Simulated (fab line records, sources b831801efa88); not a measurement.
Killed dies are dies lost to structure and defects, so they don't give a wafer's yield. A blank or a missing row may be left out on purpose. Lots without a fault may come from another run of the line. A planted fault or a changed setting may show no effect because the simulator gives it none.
fab line records | flow sky130
record lots=12 wafers=35 last_day=50
route steps=708 shown METAL4@599 VIA4@639 PAD_OPEN@708
lots that met no fault: from a run of the same line without faults
start_h: hours from the record's first day to the start of the lot's first wafer shown | wait_h: hours since the lot's step before | " the same as in the row above | L1.1+2: a row that stands for several wafers | - no value, or no start given | * or withheld: withheld | < > ~ a bound
route shown NAME@n: a module of which the file shows steps, and the number in the route of the first | usual: mean/standard deviation of fault-free wafers | same: alike in all rows | chamber/n: place in a boat | sites: the reading at each site | _std_site: their standard deviation | _edge_site: outer sites' mean less inner sites' | radius_mm: how far each site lies from the wafer's centre | mask NAME#n: copy n | behind: the tool/chamber that last shaped the wafer | hold: why the lot was held/for how many hours/how that ended | device: the transistor (n, p or np) that didn't switch | end of line: the same wafers' tests at the end of the route | a step without rows: its recipe alone | killed: dies lost to structure and defects at the first sort, not the wafer's yield | map: a wafer's dies, x killed, . not, _ none there
set.NAME: the setting as run; set.NAME@STEP: as run at that earlier step | model.NAME: the simulator's own value behind a step, which no gauge read
steps of the route over a sample of lots; a table a step, a row a wafer
services: from which hour (start_h, from the record's first day; less than 0 if before it) a tool's chamber was out of use, for how many hours, and why
## steps
# step SKY_METAL4_SPUTTER_01
# recipe material=TiN target_thk_nm=20 power_w=6500 time_s=16.7 chamber_pressure_pa=0.4
# usual throttle_valve_pct=29.8/1.3
# columns lot.wafer tool chamber start_h wait_h throttle_valve_pct
L412.2 pvd_sputter-01 - 953.95 0.0 31.9
L412.3 " - " " 30.9
L412.4 " - " " 31.3
L413.1 pvd_sputter-04 - 966.71 0.0 30.7
L413.4 " - " " 28.1
L413.6 " - " " 30.9
L415.1 pvd_sputter-04 - 981.99 0.0 30.6
L415.4 " - " " 28.0
L415.6 " - " " 30.1
L417.1 pvd_sputter-04 - 986.52 0.0 28.5
L417.3 " - " " 27.9
L417.6 " - " " 28.1
L419.2 pvd_sputter-03 - 998.98 0.0 30.6
L419.5 " - " " 30.7
L419.6 " - " " 28.0
L418.1 pvd_sputter-04 - 999.65 0.0 28.5
L418.2 " - " " 28.2
L418.3 " - " " 30.8
L421.2 pvd_sputter-01 - 1020.01 0.0 31.5
L421.3 " - " " 31.6
L421.6 " - " " 31.9
L422.2 pvd_sputter-03 - 1021.26 0.0 30.8
L422.3 " - " " 29.9
L422.5 " - " " 30.8
L423.2 pvd_sputter-04 - 1030.07 0.0 28.3
L423.4 " - " " 30.6
L423.5 " - " " 28.0
L425.1 pvd_sputter-04 - 1044.61 0.0 29.8
L425.2 " - " " 30.8
L425.3 " - " " 28.5
L426.5 pvd_sputter-03 - 1051.05 0.0 30.8
L426.6 " - " " 28.1
L432.3 pvd_sputter-04 - 1084.11 0.0 28.0
L432.4 " - " " 30.6
L432.5 " - " " 30.0
# step SKY_METAL4_SPUTTER_02
# recipe material=AlCu target_thk_nm=735 power_w=10600 time_s=39.1 chamber_pressure_pa=0.4
# usual throttle_valve_pct=29.8/1.3
# columns lot.wafer tool chamber start_h wait_h throttle_valve_pct
L412.2 pvd_sputter-01 - 953.98 0.0 32.1
L412.3 " - " " 31.2
L412.4 " - " " 31.4
L413.1 pvd_sputter-04 - 966.74 0.0 30.5
L413.4 " - " " 28.2
L413.6 " - " " 30.8
L415.1 pvd_sputter-04 - 982.01 0.0 30.6
L415.4 " - " " 28.1
L415.6 " - " " 29.7
L417.1 pvd_sputter-04 - 986.55 0.0 28.5
L417.3 " - " " 27.9
L417.6 " - " " 28.0
L419.2 pvd_sputter-03 - 999.01 0.0 30.8
L419.5 " - " " 30.8
L419.6 " - " " 28.0
L418.1 pvd_sputter-04 - 999.68 0.0 28.3
L418.2 " - " " 28.0
L418.3 " - " " 30.7
L421.2 pvd_sputter-01 - 1020.04 0.0 31.6
L421.3 " - " " 31.7
L421.6 " - " " 31.9
L422.2 pvd_sputter-03 - 1021.28 0.0 30.7
L422.3 " - " " 30.1
L422.5 " - " " 31.1
L423.2 pvd_sputter-04 - 1030.10 0.0 28.0
L423.4 " - " " 31.1
L423.5 " - " " 28.1
L425.1 pvd_sputter-04 - 1044.64 0.0 30.1
L425.2 " - " " 30.8
L425.3 " - " " 28.6
L426.5 pvd_sputter-03 - 1051.08 0.0 31.0
L426.6 " - " " 28.0
L432.3 pvd_sputter-04 - 1084.14 0.0 28.1
L432.4 " - " " 30.8
L432.5 " - " " 29.9
# step SKY_METAL4_ETCH_16
# recipe chemistry=N2/H2 target=BARC ion_energy_ev=200 bias_w=100 pressure_mtorr=30 n2_flow_sccm=100 h2_flow_sccm=200 icp_w=500 stop_on=SiO2 time_s=88.2 target_depth_a=600
# usual drypump_motor_current_A=5.7/0.4 oes_product_au=0.625/0.0043 throttle_valve_pct=13.203/0.0087
# columns lot.wafer tool chamber start_h wait_h drypump_motor_current_A oes_product_au rf_hours_counter_h throttle_valve_pct
L412.2 rie_metal-01 1 1004.30 0.0 5.8 0.616 9 13.216
L412.3 " 0 " " 5.7 0.631 - 13.208
L412.4 " 1 " " 5.8 0.626 - 13.216
L413.1 rie_metal-04 1 1017.06 0.1 5.2 0.622 13 13.206
L413.4 " 1 " " 5.2 0.624 - 13.209
L413.6 " 1 " " 5.2 0.624 - 13.187
L415.1 rie_metal-01 0 1030.90 0.0 5.7 0.618 7 13.193
L415.4 " 0 " " 5.7 0.621 - 13.192
L415.6 " 0 " " 5.6 0.621 - 13.194
L417.1 rie_metal-04 1 1034.00 0.0 5.2 0.624 16 13.193
L417.3 " 1 " " 5.2 0.627 - 13.208
L417.6 " 0 " " 6.3 0.625 - 13.207
L419.2 rie_metal-03 0 1046.33 0.0 6.3 0.630 23 13.219
L419.5 " 1 " " 5.4 0.621 - 13.186
L419.6 " 0 " " 6.3 0.620 - 13.182
L418.1 rie_metal-04 0 1047.33 0.0 6.3 0.623 1 13.210
L418.2 " 1 " " 5.2 0.627 17 13.216
L418.3 " 0 " " 6.3 0.623 - 13.199
L421.2 rie_metal-03 1 1066.38 0.0 5.4 0.629 20 13.200
L421.3 " 0 " " 6.3 0.624 - 13.202
L421.6 " 1 " " 5.4 0.627 - 13.197
L422.2 rie_metal-03 1 1068.33 0.0 5.4 0.626 20 13.216
L422.3 " 1 " " 5.4 0.623 - 13.197
L422.5 " 1 " " 5.4 0.628 - 13.203
L423.2 rie_metal-03 0 1076.05 0.0 6.3 0.628 25 13.201
L423.4 " 0 " " 6.2 0.626 - 13.205
L423.5 " 0 " " 6.3 0.625 - 13.186
L425.1 rie_metal-01 1 1089.05 0.0 5.8 0.634 15 13.211
L425.2 " 0 " " 5.7 0.618 12 13.221
L425.3 " 0 " " 5.7 0.627 - 13.200
L426.5 rie_metal-04 0 1095.67 0.1 6.3 0.623 - 13.206
L426.6 " 1 " " 5.2 0.623 - 13.213
L432.3 rie_metal-01 0 1127.19 0.0 5.7 0.618 - 13.190
L432.4 " 1 " " 5.7 0.624 - 13.196
L432.5 " 0 " " 5.7 0.623 - 13.208
# step SKY_VIA4_HDPCVD_00
# recipe material=SiO2 target_thk_nm=1750 sigma_open_frac=0.3 time_s=291.7 temp_c=400 sih4_flow_sccm=60 pressure_mtorr=6
# usual pressure_mtorr=6.002/0.012
# columns lot.wafer tool chamber start_h wait_h pressure_mtorr
L412.2 hdpcvd-02 2 1005.19 0.0 6.006
L412.3 " 0 " " 6.012
L412.4 " 0 " " 5.996
L413.1 hdpcvd-02 0 1018.08 0.0 6.003
L413.4 " 1 " " 6.020
L413.6 " 0 " " 5.997
L415.1 hdpcvd-01 2 1031.79 0.0 5.997
L415.4 " 2 " " 5.986
L415.6 " 0 " " 6.011
L417.1 hdpcvd-02 0 1034.89 0.0 6.001
L417.3 " 2 " " 6.003
L417.6 " 1 " " 6.008
L419.2 hdpcvd-01 1 1047.22 0.0 6.002
L419.5 " 0 " " 6.006
L419.6 " 1 " " 5.999
L418.1 hdpcvd-02 1 1048.22 0.0 6.005
L418.2 " 2 " " 5.994
L418.3 " 0 " " 5.993
L421.2 hdpcvd-02 1 1067.27 0.0 6.014
L421.3 " 0 " " 6.000
L421.6 " 0 " " 5.983
L422.2 hdpcvd-02 1 1069.23 0.0 6.007
L422.3 " 0 " " 5.984
L422.5 " 2 " " 6.005
L423.2 hdpcvd-01 2 1076.94 0.0 5.990
L423.4 " 2 " " 5.999
L423.5 " 2 " " 6.001
L425.1 hdpcvd-02 1 1089.94 0.0 6.019
L425.2 " 0 " " 5.975
L425.3 " 2 " " 6.000
L426.5 hdpcvd-02 2 1096.58 0.1 5.989
L426.6 " 0 " " 5.998
L432.3 hdpcvd-01 0 1128.04 0.0 5.989
L432.4 " 2 " " 6.003
L432.5 " 0 " " 5.990
# step SKY_VIA4_THK_MEAS_01
# recipe reads=SiO2_of_VIA4_HDPCVD_00
# usual VIA4_HDPCVD_THK=1753/22
# columns lot.wafer tool chamber start_h wait_h VIA4_HDPCVD_THK[nm]
L412.2 film_metro-03 - 1005.38 0.1 1746
L412.3 " - " " 1767
L412.4 " - " " 1761
L413.1 film_metro-04 - 1018.35 0.2 1756
L413.4 " - " " 1778
L413.6 " - " " 1780
L415.1 film_metro-03 - 1031.97 0.1 1727
L415.4 " - " " 1709
L415.6 " - " " 1774
L417.1 film_metro-01 - 1035.07 0.1 1775
L417.3 " - " " 1785
L417.6 " - " " 1776
L419.2 film_metro-01 - 1047.41 0.1 1718
L419.5 " - " " 1766
L419.6 " - " " 1727
L418.1 film_metro-01 - 1048.40 0.1 1775
L418.2 " - " " 1755
L418.3 " - " " 1761
L421.2 film_metro-04 - 1067.46 0.1 1776
L421.3 " - " " 1742
L421.6 " - " " 1748
L422.2 film_metro-01 - 1069.42 0.1 1766
L422.3 " - " " 1748
L422.5 " - " " 1753
L423.2 film_metro-03 - 1077.22 0.2 1752
L423.4 " - " " 1729
L423.5 " - " " 1743
L425.1 film_metro-04 - 1090.12 0.1 1776
L425.2 " - " " 1743
L425.3 " - " " 1771
L426.5 film_metro-03 - 1096.71 0.0 1746
L426.6 " - " " 2840
L432.3 film_metro-04 - 1128.24 0.1 1770
L432.4 " - " " 1709
L432.5 " - " " 1761
# step SKY_PAD_OPEN_PROBE_99
# usual defect_limited_yield=82.7/1.9 killed_at_M0_to_M3=44/7.2 killed_at_M4_up=2.9/1.8 killed_at_contacts=24/5.2 killed_at_front_end=15/4 killed_at_other=0.2/0.49 killed_dies=85/9.1 killed_open=47/6.8 killed_short=38/5.7 sort_bin_3_pad_short=0.9/0.44 sort_bin_5_function=10.3/1.4 sort_bin_6_memory=6.2/1.1 sort_n_pass=407/9.1 sort_yield_pct=82.7/1.9
# same gross_dies=492 killed_at_back_side=0 sort_bin_4_leakage[%]=0 sort_bin_8_speed[%]=0
# columns lot.wafer tool chamber start_h wait_h defect_limited_yield[%] killed_at_M0_to_M3 killed_at_M4_up killed_at_contacts killed_at_front_end killed_at_other killed_dies killed_open killed_short sort_bin_3_pad_short[%] sort_bin_5_function[%] sort_bin_6_memory[%] sort_n_pass sort_yield_pct[%]
L412.2 prober-02 - 1101.24 0.1 82.9 41 5 24 14 0 84 50 34 0.4 12.2 4.5 408 82.9
L412.3 prober-02 - 1101.29 0.2 80.9 44 2 26 22 0 94 61 33 0.4 12.4 6.3 398 80.9
L412.4 prober-02 - 1101.34 0.2 83.3 35 3 29 15 0 82 46 36 1.2 10.6 4.9 410 83.3
L413.1 prober-01 - 1111.02 0.1 81.1 50 1 20 22 0 93 51 42 0.8 10.0 8.1 399 81.1
L413.4 prober-01 - 1111.17 0.2 83.5 41 5 17 18 0 81 43 38 0.6 11.0 4.9 411 83.5
L413.6 prober-01 - 1111.27 0.2 82.7 43 2 21 19 0 85 57 28 0.2 11.8 5.3 407 82.7
L415.1 prober-01 - 1124.14 0.1 82.3 41 2 31 13 0 87 45 42 1.2 9.6 6.9 405 82.3
L415.4 prober-01 - 1124.29 0.2 82.5 46 1 23 15 1 86 46 40 0.4 11.2 5.9 406 82.5
L415.6 prober-01 - 1124.39 0.2 78.7 62 1 34 8 0 105 57 48 0.8 12.0 8.5 387 78.7
L417.1 prober-01 - 1128.93 0.1 83.1 41 7 22 13 0 83 44 39 1.0 8.5 7.3 409 83.1
L417.3 prober-01 - 1129.03 0.2 80.1 54 2 27 15 0 98 48 50 0.2 11.0 8.7 394 80.1
L417.6 prober-01 - 1129.18 0.2 82.5 47 2 23 14 0 86 53 33 1.0 9.6 6.9 406 82.5
L419.2 prober-02 - 1136.47 0.1 85.2 46 0 14 13 0 73 45 28 0.6 10.4 3.9 419 85.2
L419.5 prober-02 - 1136.62 0.2 81.5 46 1 27 16 1 91 51 40 0.6 10.8 7.1 401 81.5
L419.6 prober-02 - 1136.67 0.2 81.7 36 4 30 19 1 90 52 38 1.0 11.8 5.5 402 81.7
L418.1 prober-01 - 1138.84 0.1 82.9 53 2 14 15 0 84 47 37 0.4 9.8 6.9 408 82.9
L418.2 prober-01 - 1138.89 0.1 79.5 54 8 25 14 0 101 60 41 0.8 12.4 7.3 391 79.5
L418.3 prober-01 - 1138.94 0.2 81.5 52 5 22 12 0 91 41 50 1.4 9.1 7.9 401 81.5
L421.2 prober-01 - 1154.10 0.1 78.9 61 4 25 14 0 104 55 49 1.2 12.2 7.7 388 78.9
L421.3 prober-01 - 1154.15 0.2 83.1 43 2 26 12 0 83 48 35 1.0 10.0 5.9 409 83.1
L421.6 prober-01 - 1154.30 0.2 83.1 54 1 15 13 0 83 48 35 1.4 9.8 5.7 409 83.1
L422.2 prober-02 - 1156.89 0.1 79.3 51 2 28 21 0 102 64 38 0.6 12.2 7.9 390 79.3
L422.3 prober-02 - 1156.94 0.2 80.7 49 1 30 14 1 95 59 36 1.0 12.4 5.9 397 80.7
L422.5 prober-02 - 1157.04 0.2 83.1 41 5 18 17 2 83 36 47 0.6 10.2 6.1 409 83.1
L423.2 prober-01 - 1164.47 0.1 84.6 42 3 19 12 0 76 39 37 2.0 8.1 5.3 416 84.6
L423.4 prober-01 - 1164.57 0.2 83.1 36 4 28 15 0 83 40 43 1.8 10.0 5.1 409 83.1
L423.5 prober-01 - 1164.62 0.2 82.7 43 2 22 18 0 85 37 48 0.8 10.4 6.1 407 82.7
L425.1 prober-01 - 1175.27 0.1 80.5 52 2 25 16 1 96 49 47 0.4 13.6 5.5 396 80.5
L425.2 prober-01 - 1175.32 0.1 83.7 42 4 18 15 1 80 43 37 0.6 9.8 5.9 412 83.7
L425.3 prober-01 - 1175.37 0.2 82.1 45 1 22 20 0 88 48 40 1.2 10.4 6.3 404 82.1
L426.5 prober-02 - 1180.97 0.2 81.1 60 3 19 11 0 93 46 47 1.0 11.4 6.5 399 81.1
L426.6 prober-02 - 1181.02 0.2 83.1 42 5 19 17 0 83 45 38 1.0 11.4 4.5 409 83.1
L432.3 prober-02 - 1205.55 0.2 83.1 42 2 27 12 0 83 49 34 0.8 11.4 4.7 409 83.1
L432.4 prober-02 - 1205.60 0.2 81.7 47 2 22 19 0 90 53 37 0.2 11.2 6.9 402 81.7
L432.5 prober-02 - 1205.65 0.2 80.9 40 6 36 12 0 94 54 40 0.8 13.4 4.9 398 80.9
# killed by level:class
L412.2 VIA2:geometric_particle:open=11 LI_CONTACT:geometric_particle:open=9 FIELD_ISO:geometric_particle:short=7 VIA1:geometric_particle:open=7 VIA3:geometric_particle:open=7 CONTACT:geometric_particle:short=6 POLY_GATE:geometric_particle:open=4 CONTACT:geometric_particle:open=4
L412.3 VIA1:geometric_particle:open=17 CONTACT:geometric_particle:open=12 VIA2:geometric_particle:open=8 VIA1:geometric_particle:short=6 LI_CONTACT:geometric_particle:open=6 FIELD_ISO:geometric_particle:short=5 METAL1:geometric_particle:short=5 FIELD_ISO:geometric_particle:open=4
L412.4 LI_CONTACT:geometric_particle:open=14 VIA1:geometric_particle:open=10 VIA1:geometric_particle:short=7 VIA2:geometric_particle:open=7 CONTACT:geometric_particle:open=6 FIELD_ISO:geometric_particle:short=5 LOCAL_INTERCONNECT:geometric_particle:short=5 FIELD_ISO:geometric_particle:open=3
L413.1 VIA1:geometric_particle:open=14 CONTACT:geometric_particle:open=8 METAL3:geometric_particle:short=7 VIA3:geometric_particle:open=7 FIELD_ISO:geometric_particle:open=6 METAL1:geometric_particle:short=6 POLY_GATE:geometric_particle:open=5 LI_CONTACT:geometric_particle:short=5
L413.4 VIA1:geometric_particle:open=10 VIA3:geometric_particle:open=10 FIELD_ISO:geometric_particle:short=9 METAL4:geometric_particle:short=4 CONTACT:geometric_particle:open=4 LI_CONTACT:geometric_particle:open=4 METAL1:geometric_particle:short=4 FIELD_ISO:geometric_particle:open=3
L413.6 VIA1:geometric_particle:open=15 CONTACT:geometric_particle:open=8 FIELD_ISO:geometric_particle:open=6 LI_CONTACT:geometric_particle:open=6 VIA2:geometric_particle:open=6 VIA3:geometric_particle:open=6 FIELD_ISO:geometric_particle:short=4 LI_CONTACT:geometric_particle:short=4
L415.1 CONTACT:geometric_particle:open=10 LI_CONTACT:geometric_particle:open=9 VIA1:geometric_particle:open=9 VIA1:geometric_particle:short=7 VIA2:geometric_particle:open=7 METAL1:geometric_particle:short=5 LOCAL_INTERCONNECT:geometric_particle:short=5 METAL2:geometric_particle:short=5
L415.4 CONTACT:geometric_particle:open=9 VIA2:geometric_particle:open=9 VIA1:geometric_particle:open=6 VIA1:geometric_particle:short=6 POLY_GATE:geometric_particle:open=5 METAL2:geometric_particle:short=5 VIA3:geometric_particle:open=4 POLY_GATE:geometric_particle:short=4
L415.6 VIA1:geometric_particle:open=19 CONTACT:geometric_particle:open=13 METAL2:geometric_particle:short=10 VIA1:geometric_particle:short=10 LI_CONTACT:geometric_particle:open=8 CONTACT:geometric_particle:short=7 VIA2:geometric_particle:open=6 LI_CONTACT:geometric_particle:short=5
L417.1 VIA1:geometric_particle:open=13 CONTACT:geometric_particle:open=10 LI_CONTACT:geometric_particle:short=7 METAL2:geometric_particle:short=6 VIA2:geometric_particle:open=6 METAL4:geometric_particle:short=5 VIA1:geometric_particle:short=4 FIELD_ISO:geometric_particle:short=3
L417.3 VIA3:geometric_particle:open=10 METAL2:geometric_particle:short=9 CONTACT:geometric_particle:short=8 VIA1:geometric_particle:short=8 LI_CONTACT:geometric_particle:open=7 VIA1:geometric_particle:open=7 CONTACT:geometric_particle:open=6 FIELD_ISO:geometric_particle:open=5
L417.6 CONTACT:geometric_particle:open=12 VIA1:geometric_particle:open=10 VIA3:geometric_particle:open=9 VIA2:geometric_particle:open=9 METAL2:geometric_particle:short=7 FIELD_ISO:geometric_particle:open=5 VIA2:geometric_particle:short=5 FIELD_ISO:geometric_particle:short=4
L419.2 VIA1:geometric_particle:open=15 VIA2:geometric_particle:open=6 CONTACT:geometric_particle:open=6 VIA3:geometric_particle:open=6 POLY_GATE:geometric_particle:open=5 VIA1:geometric_particle:short=5 POLY_GATE:geometric_particle:short=4 CONTACT:geometric_particle:short=4
L419.5 VIA1:geometric_particle:open=16 CONTACT:geometric_particle:open=13 LI_CONTACT:geometric_particle:open=6 CONTACT:geometric_particle:short=6 POLY_GATE:geometric_particle:short=5 VIA1:geometric_particle:short=5 METAL1:geometric_particle:short=5 VIA3:geometric_particle:open=5
L419.6 LI_CONTACT:geometric_particle:open=11 CONTACT:geometric_particle:open=11 METAL1:geometric_particle:short=6 VIA1:geometric_particle:open=6 FIELD_ISO:geometric_particle:open=5 VIA1:geometric_particle:short=5 METAL2:geometric_particle:short=5 METAL3:geometric_particle:short=5
L418.1 VIA1:geometric_particle:open=13 CONTACT:geometric_particle:open=9 VIA2:geometric_particle:open=8 METAL2:geometric_particle:short=7 FIELD_ISO:geometric_particle:open=5 POLY_GATE:geometric_particle:short=5 METAL1:geometric_particle:short=5 VIA3:geometric_particle:short=5
L418.2 VIA1:geometric_particle:open=11 VIA2:geometric_particle:open=10 CONTACT:geometric_particle:open=8 VIA3:geometric_particle:open=7 METAL2:geometric_particle:short=7 LI_CONTACT:geometric_particle:open=6 FIELD_ISO:geometric_particle:open=5 METAL4:geometric_particle:short=5
L418.3 VIA1:geometric_particle:open=13 CONTACT:geometric_particle:open=11 METAL1:geometric_particle:short=9 VIA2:geometric_particle:short=6 METAL2:geometric_particle:short=6 VIA2:geometric_particle:open=6 FIELD_ISO:geometric_particle:short=5 METAL4:geometric_particle:short=5
L421.2 VIA1:geometric_particle:open=17 METAL1:geometric_particle:short=8 VIA3:geometric_particle:open=8 LI_CONTACT:geometric_particle:open=7 CONTACT:geometric_particle:open=7 CONTACT:geometric_particle:short=6 VIA2:geometric_particle:short=6 VIA3:geometric_particle:short=6
L421.3 VIA1:geometric_particle:open=14 CONTACT:geometric_particle:open=10 VIA3:geometric_particle:open=8 LI_CONTACT:geometric_particle:open=6 METAL1:geometric_particle:short=5 VIA1:geometric_particle:short=5 LOCAL_INTERCONNECT:geometric_particle:short=4 POLY_GATE:geometric_particle:short=4
L421.6 VIA1:geometric_particle:open=14 VIA2:geometric_particle:open=8 CONTACT:geometric_particle:open=7 VIA3:geometric_particle:short=7 VIA3:geometric_particle:open=7 VIA2:geometric_particle:short=5 METAL1:geometric_particle:short=4 FIELD_ISO:geometric_particle:open=3
L422.2 CONTACT:geometric_particle:open=14 VIA2:geometric_particle:open=9 VIA3:geometric_particle:open=9 VIA1:geometric_particle:short=8 POLY_GATE:geometric_particle:short=7 LI_CONTACT:geometric_particle:open=7 VIA1:geometric_particle:open=7 METAL1:geometric_particle:short=5
L422.3 CONTACT:geometric_particle:open=17 VIA1:geometric_particle:open=16 VIA3:geometric_particle:open=8 VIA1:geometric_particle:short=6 METAL1:geometric_particle:short=5 METAL2:geometric_particle:short=5 POLY_GATE:geometric_particle:short=4 POLY_GATE:geometric_particle:open=4
L422.5 VIA1:geometric_particle:open=9 VIA1:geometric_particle:short=8 VIA3:geometric_particle:open=7 LOCAL_INTERCONNECT:geometric_particle:short=6 METAL1:geometric_particle:short=6 POLY_GATE:geometric_particle:short=5 CONTACT:geometric_particle:short=4 POLY_GATE:geometric_particle:open=3
L423.2 CONTACT:geometric_particle:open=8 VIA2:geometric_particle:open=7 METAL2:geometric_particle:short=7 METAL1:geometric_particle:short=6 FIELD_ISO:geometric_particle:open=5 LI_CONTACT:geometric_particle:short=5 VIA3:geometric_particle:open=5 LOCAL_INTERCONNECT:geometric_particle:short=4
L423.4 CONTACT:geometric_particle:open=11 LOCAL_INTERCONNECT:geometric_particle:short=9 METAL1:geometric_particle:short=8 VIA1:geometric_particle:open=6 METAL2:geometric_particle:short=5 FIELD_ISO:geometric_particle:open=4 CONTACT:geometric_particle:short=4 VIA2:geometric_particle:short=4
L423.5 CONTACT:geometric_particle:open=9 VIA1:geometric_particle:open=8 POLY_GATE:geometric_particle:short=6 LOCAL_INTERCONNECT:geometric_particle:short=6 METAL1:geometric_particle:short=6 VIA2:geometric_particle:short=6 VIA3:geometric_particle:short=6 METAL2:geometric_particle:short=5
L425.1 VIA2:geometric_particle:open=12 LOCAL_INTERCONNECT:geometric_particle:short=7 CONTACT:geometric_particle:open=7 VIA3:geometric_particle:open=7 POLY_GATE:geometric_particle:short=6 METAL2:geometric_particle:short=6 METAL3:geometric_particle:short=5 METAL1:geometric_particle:short=5
L425.2 VIA3:geometric_particle:open=9 VIA1:geometric_particle:open=7 LI_CONTACT:geometric_particle:open=6 FIELD_ISO:geometric_particle:short=5 LOCAL_INTERCONNECT:geometric_particle:short=5 CONTACT:geometric_particle:open=5 METAL1:geometric_particle:short=5 VIA2:geometric_particle:open=5
L425.3 VIA1:geometric_particle:open=10 FIELD_ISO:geometric_particle:short=8 METAL2:geometric_particle:short=8 VIA2:geometric_particle:open=8 CONTACT:geometric_particle:open=7 LI_CONTACT:geometric_particle:open=5 METAL1:geometric_particle:short=5 VIA3:geometric_particle:open=5
L426.5 VIA1:geometric_particle:open=16 VIA3:geometric_particle:open=6 POLY_GATE:geometric_particle:short=5 LOCAL_INTERCONNECT:geometric_particle:short=5 METAL1:geometric_particle:short=5 VIA1:geometric_particle:short=5 METAL2:geometric_particle:short=5 VIA2:geometric_particle:short=5
L426.6 VIA1:geometric_particle:open=10 CONTACT:geometric_particle:short=7 FIELD_ISO:geometric_particle:open=6 VIA2:geometric_particle:open=6 LI_CONTACT:geometric_particle:open=6 VIA3:geometric_particle:open=6 VIA1:geometric_particle:short=5 METAL2:geometric_particle:short=5
L432.3 VIA1:geometric_particle:open=13 CONTACT:geometric_particle:open=11 LI_CONTACT:geometric_particle:open=6 CONTACT:geometric_particle:short=6 VIA3:geometric_particle:short=5 VIA3:geometric_particle:open=5 POLY_GATE:geometric_particle:short=4 METAL3:geometric_particle:short=4
L432.4 VIA1:geometric_particle:open=11 LI_CONTACT:geometric_particle:open=8 VIA3:geometric_particle:open=8 VIA2:geometric_particle:open=7 CONTACT:geometric_particle:open=7 VIA1:geometric_particle:short=5 METAL2:geometric_particle:short=4 VIA3:geometric_particle:short=4
L432.5 CONTACT:geometric_particle:open=13 VIA1:geometric_particle:open=9 LI_CONTACT:geometric_particle:open=7 VIA3:geometric_particle:open=7 CONTACT:geometric_particle:short=6 LI_CONTACT:geometric_particle:short=6 VIA3:geometric_particle:short=6 FIELD_ISO:geometric_particle:open=5
## services
# columns tool chamber start_h hours kind
hdpcvd-02 - 950.25 15.0 pm
hdpcvd-02 0 950.25 15.0 vent_cycle
hdpcvd-02 1 950.25 15.0 vent_cycle
hdpcvd-02 2 950.25 15.0 vent_cycle
pvd_sputter-04 - 950.92 4.6 repair
pvd_sputter-01 - 962.29 24.6 repair
hdpcvd-02 0 965.25 - clean
hdpcvd-02 1 965.25 - clean
hdpcvd-02 2 965.25 - clean
hdpcvd-02 - 981.47 1.0 repair
pvd_sputter-03 - 987.38 2.8 repair
hdpcvd-02 2 1014.13 6.5 repair
pvd_sputter-04 - 1026.40 2.1 repair
rie_metal-03 1 1032.84 12.0 repair
hdpcvd-02 - 1041.89 6.0 pm
rie_metal-04 - 1051.16 2.8 pm
hdpcvd-02 1 1070.26 4.8 repair
pvd_sputter-03 - 1072.49 4.3 repair
hdpcvd-01 0 1076.46 8.0 repair
hdpcvd-02 - 1080.51 1.0 repair
hdpcvd-01 - 1082.22 6.0 pm
rie_metal-03 0 1106.89 - clean
rie_metal-03 0 1106.89 29.5 scheduled_down
pvd_sputter-03 - 1117.44 4.0 repair
## key
first_sign step=SKY_VIA4_THK_MEAS_01 reading=VIA4_HDPCVD_THK direction=up sigmas=50 usual=1753 struck=2840
effect none on later readings
met_at SKY_VIA4_HDPCVD_00
struck_lots L426
struck_wafers L426.6
not_acting_at SKY_METAL4_SPUTTER_01,SKY_METAL4_SPUTTER_02,SKY_METAL4_ETCH_16
onset_between 1089.94 1096.58
fault kind=process_parameter_drift tool=hdpcvd-02 chamber=- onset_h=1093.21 steps=SKY_VIA4_HDPCVD_00 channel=target_thk_nm offset=1088.4 shape=step end_h=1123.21 scope=struck_wafers_only acts_in=these_recipes_only stated=1750
